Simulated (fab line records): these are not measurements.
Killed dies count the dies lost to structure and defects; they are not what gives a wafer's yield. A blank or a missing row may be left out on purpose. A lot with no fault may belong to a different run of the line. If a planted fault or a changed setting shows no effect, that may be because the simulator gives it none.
Split-lot trial | flow sky130 | 5 lots, 23 wafers read, on a route of 708 steps

ABOUT THE SPLIT
At SKY_METAL1_SPUTTER_00 (material Ti, target thk 15 nm, time 10 s), the setting power w was moved away from the recipe's 3000 W on 12 of the 23 wafers read, by -4.8% to +11.3%. The other wafers ran this setting at the recipe's value.

The reading comes from the split's own step.

THE READING
Ti_of_METAL1_SPUTTER_00.thk nm (the simulator's own value, which no gauge read), in nm, at SKY_METAL1_SPUTTER_00 (material Ti, target thk 15 nm, time 10 s). The file gives no usual value for it. Here, 11 wafers ran the recipe; their average is 14.75 nm with a standard deviation of 0.17 nm.

wafer  | tool, chamber at the split | power w as run, W | against the recipe | Ti_of_METAL1_SPUTTER_00.thk nm, nm | against lot-mates on the recipe
L074.1 | pvd sputter-03, -          | 2856              | -4.8%              | 13.96                              | -0.65
L074.3 | pvd sputter-03, -          | 2856              | -4.8%              | 13.94                              | -0.67
L074.4 | pvd sputter-03, -          | 3000              | recipe             | 14.63                              | -
L074.5 | pvd sputter-03, -          | 2856              | -4.8%              | 13.98                              | -0.63
L074.6 | pvd sputter-03, -          | 3000              | recipe             | 14.59                              | -
L075.1 | pvd sputter-04, -          | 3340              | +11.3%             | 16.4                               | +1.82
L075.3 | pvd sputter-04, -          | 3340              | +11.3%             | 16.17                              | +1.60
L075.4 | pvd sputter-04, -          | 3340              | +11.3%             | 16.6                               | +2.03
L075.5 | pvd sputter-04, -          | 3000              | recipe             | 14.4                               | -
L075.6 | pvd sputter-04, -          | 3000              | recipe             | 14.75                              | -
L078.2 | pvd sputter-04, -          | 2858              | -4.7%              | 13.91                              | -0.96
L078.3 | pvd sputter-04, -          | 3000              | recipe             | 14.99                              | -
L078.4 | pvd sputter-04, -          | 2858              | -4.7%              | 14.17                              | -0.70
L078.5 | pvd sputter-04, -          | 3000              | recipe             | 14.75                              | -
L078.6 | pvd sputter-04, -          | 2858              | -4.7%              | 14.12                              | -0.75
L079.1 | pvd sputter-02, -          | 3000              | recipe             | 14.67                              | -
L079.2 | pvd sputter-02, -          | 3000              | recipe             | 14.95                              | -
L079.3 | pvd sputter-02, -          | 3000              | recipe             | 14.68                              | -
L081.2 | pvd sputter-04, -          | 3170              | +5.7%              | 15.71                              | +0.80
L081.3 | pvd sputter-04, -          | 3170              | +5.7%              | 15.68                              | +0.77
L081.4 | pvd sputter-04, -          | 3000              | recipe             | 14.93                              | -
L081.5 | pvd sputter-04, -          | 3000              | recipe             | 14.88                              | -
L081.6 | pvd sputter-04, -          | 3170              | +5.7%              | 15.62                              | +0.71

FIT RESULTS
A straight line over all 23 wafers: Ti_of_METAL1_SPUTTER_00.thk nm changes by +0.15 nm for each +1% of power w; r = +0.98; the points scatter about the line by 0.15 nm.
The same after taking each lot's own level away (the mean of its wafers on the recipe; 23 wafers): +0.155 nm for each +1%; r = +0.99; scatter 0.13 nm.
On that fit, the largest move of power w shifts the reading by 1.8 nm.
From 14.575 to 14.905 nm: that is the span of the lots' own levels, equal to 1.9 times the standard deviation above.
Hence the lot-to-lot level has little effect on the slope; both slopes agree.
Check: with one of the wafers moved furthest among these (+11.3%) left out of the fit, the line predicts +1.73 nm for it against its lot-mates. It came out at +1.82 nm against them.

THE OTHER SPLITS THESE WAFERS WENT THROUGH
Before the reading, these wafers also passed through other splits. Each is held against what the fit with the lots' levels taken away leaves over:
other split on the same wafers             | wafers away from the commonest value | r with Ti_of_METAL1_SPUTTER_00.thk nm (lot level and that fit taken away)
SKY_SD_N_IMPLANT_09 energy kev             | 10                                   | -0.06
SKY_LI_CONTACT_HDPCVD_00 time s            | 6                                    | -0.03
SKY_LI_CONTACT_SPUTTER_19 time s           | 11                                   | +0.04
SKY_LI_CONTACT_SPUTTER_20 time s           | 5                                    | -0.11
SKY_LOCAL_INTERCONNECT_EXPOSE_08 dose mj   | 9                                    | +0.12
SKY_LOCAL_INTERCONNECT_METAL_ETCH_14 icp w | 8                                    | -0.29

FILE'S OWN FIT
Ti_of_METAL1_SPUTTER_00.thk nm changes by +0.155 nm for each +1% of power w, r = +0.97.
